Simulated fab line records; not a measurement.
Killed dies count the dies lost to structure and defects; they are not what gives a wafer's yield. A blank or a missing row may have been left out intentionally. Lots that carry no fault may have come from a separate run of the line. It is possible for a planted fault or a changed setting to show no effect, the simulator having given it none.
One fault seen from 2 desks :: flow gf180mcu :: what lay behind the numbers comes last; until then each desk has only its own

## THE TOOL OWNER'S DESK: implanter-01
The tool's own readings at GF_HV_LDD_IMPLANT_34, given as means over the sampled wafers that have a number, one for each lot that went through this tool. The brackets show how far a lot's mean lies from the usual mean; more than 4 standard deviations puts the lot out of limits, marked OUT.
Columns: A = beam_on_s at GF_HV_LDD_IMPLANT_34, usual 9.98 s; B = end_station_pressure_torr at GF_HV_LDD_IMPLANT_34, usual 5.03e-06 Torr; C = faraday_current_uA at GF_HV_LDD_IMPLANT_34, usual 42.4
lot: L295
first seen here: day 14 17:20
A: 10.67
B: 4.35e-05 (+99 or more) OUT
C: 39.4

lot: L297
first seen here: day 15 13:28
A: 10.75
B: 4.34e-05 (+99 or more) OUT
C: 39.3

lot: L305
first seen here: day 18 04:55
A: 10.10
B: 4.97e-06
C: 41.9

lot: L307
first seen here: day 19 06:43
A: 10.18
B: 4.96e-06
C: 41.5
This desk finds L295, L297 out of limits, L295 being first, at day 14 17:20 (end_station_pressure_torr at GF_HV_LDD_IMPLANT_34). L305, L307: within limits.

## THE METROLOGY DESK
Lot by lot, what the gauges showed, no matter which tool ran the lot: averages of those sampled wafers that carry a number. The brackets show how far a lot's mean lies from the usual mean; more than 4 standard deviations puts the lot out of limits, marked OUT.
Columns: A = V1_OVL at GF_V1_OVL_MEAS_15, usual 1 nm
lot: L285
first seen here: day 18 01:54
A: -1

lot: L286
first seen here: day 18 13:30
A: 0

lot: L287
first seen here: day 18 19:13
A: 2

lot: L290
first seen here: day 19 15:17
A: -1

lot: L295
first seen here: day 21 21:01
A: 5

lot: L297
first seen here: day 22 18:11
A: -9

lot: L299
first seen here: day 23 02:17
A: 4

lot: L301
first seen here: day 24 01:50
A: -6

lot: L302
first seen here: day 24 04:02
A: 5

lot: L304
first seen here: day 24 19:50
A: 6

lot: L305
first seen here: day 25 07:47
A: 3

lot: L306
first seen here: day 26 04:35
A: 13

lot: L307
first seen here: day 26 06:41
A: 3

lot: L308
first seen here: day 26 18:50
A: -10
Result from this desk: across the 14 lots, nothing is out of limits.

## ALL TOGETHER
At day 14 17:20, on L295, L297, the tool owner's desk was in a position to raise an alarm.
Nothing out of limits was seen by the metrology desk.
The metrology desk holds a record of L295, L297, inside its limits.
Of the lots named, all ran GF_HV_LDD_IMPLANT_34 on implanter-01.

## WHAT THE SIMULATOR PUT IN
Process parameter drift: implanter-01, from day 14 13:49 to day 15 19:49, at GF_HV_LDD_IMPLANT_34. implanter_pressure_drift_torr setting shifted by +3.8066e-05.
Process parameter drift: implanter-01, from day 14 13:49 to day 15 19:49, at GF_HV_LDD_IMPLANT_34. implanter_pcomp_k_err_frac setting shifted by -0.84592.
Struck lots among those shown: L295, L297.
Time in hours from fault onset to the first out-of-limits reading at each desk: the tool owner's desk, 4.
